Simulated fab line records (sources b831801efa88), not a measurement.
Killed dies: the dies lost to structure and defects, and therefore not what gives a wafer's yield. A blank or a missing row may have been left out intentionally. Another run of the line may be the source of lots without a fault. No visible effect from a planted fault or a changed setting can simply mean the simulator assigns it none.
Which of the tools did it? / flow sky130 / 6 lots, 18 wafers sampled, at 2 steps of a route of 708

## WHAT THE GAUGES READ, wafer by wafer
SKY_SD_P_CD_MEAS_07 targets a cd of 380 nm.
lot=L402; measured=day 26 05:14; on=cdSem-01; cdNm (nm)=379.6 381.6 381.3
lot=L405; measured=day 27 06:03; on=cdSem-01; cdNm (nm)=377.7 378.0 379.2
lot=L409; measured=day 28 10:48; on=cdSem-01; cdNm (nm)=378.0 379.8 379.9
lot=L414; measured=day 30 06:49; on=cdSem-01; cdNm (nm)=- - -
lot=L421; measured=day 32 06:32; on=cdSem-02; cdNm (nm)=381.5 377.2 380.3
lot=L423; measured=day 33 09:12; on=cdSem-02; cdNm (nm)=382.4 382.0 381.0

## EACH LOT AND THE TOOL THAT RAN IT (in order: tool; ch and the chambers of the sampled wafers; start)
lot=L402; SKY_SD_P_EXPOSE_04=ilineStepper-01 ch 0, day 25 14:25
lot=L405; SKY_SD_P_EXPOSE_04=ilineStepper-02 ch 0, day 26 15:56
lot=L409; SKY_SD_P_EXPOSE_04=ilineStepper-01 ch 0, day 27 20:21
lot=L414; SKY_SD_P_EXPOSE_04=ilineStepper-02 ch 0, day 29 17:22
lot=L421; SKY_SD_P_EXPOSE_04=ilineStepper-01 ch 0, day 31 16:34
lot=L423; SKY_SD_P_EXPOSE_04=ilineStepper-01 ch 0, day 32 19:35
- SKY_SD_P_EXPOSE_04: exposes mask PSDM, target cd 380 nm.

## THE ANSWER, worked out from the rows above alone
Rule: the usual values come from the lots themselves. Put in order of their means at a reading, lots are off if they are a third of the lots or fewer, leave a main group of 4 or more, and stand apart from it by a gap of 3 or more times the standard deviation of the main group's means; of several such gaps the widest counts. Not used: any main group whose means are identical at the precision the tables above print for the reading. Also off: a lot with no number at a reading for which 4 or more lots have one. Where the step has rows for the other lots, those lots are counted as sound.
Off: L414 (SKY_SD_P_CD_MEAS_07, cdNm). Without a number there: L414. Main group: mean 380.0 nm, sd 1.2.
A tool fits if, at a process step before that reading, it ran every lot that is off, and no sound lot after the first of them. Those tools and the gauges at SKY_SD_P_CD_MEAS_07 are tried in the same way. Undecided on this evidence; 2 tools fit (ilineStepper-02 at SKY_SD_P_EXPOSE_04, cdSem-01 at SKY_SD_P_CD_MEAS_07).

## WHAT HAD BEEN PUT IN BY THE SIMULATOR
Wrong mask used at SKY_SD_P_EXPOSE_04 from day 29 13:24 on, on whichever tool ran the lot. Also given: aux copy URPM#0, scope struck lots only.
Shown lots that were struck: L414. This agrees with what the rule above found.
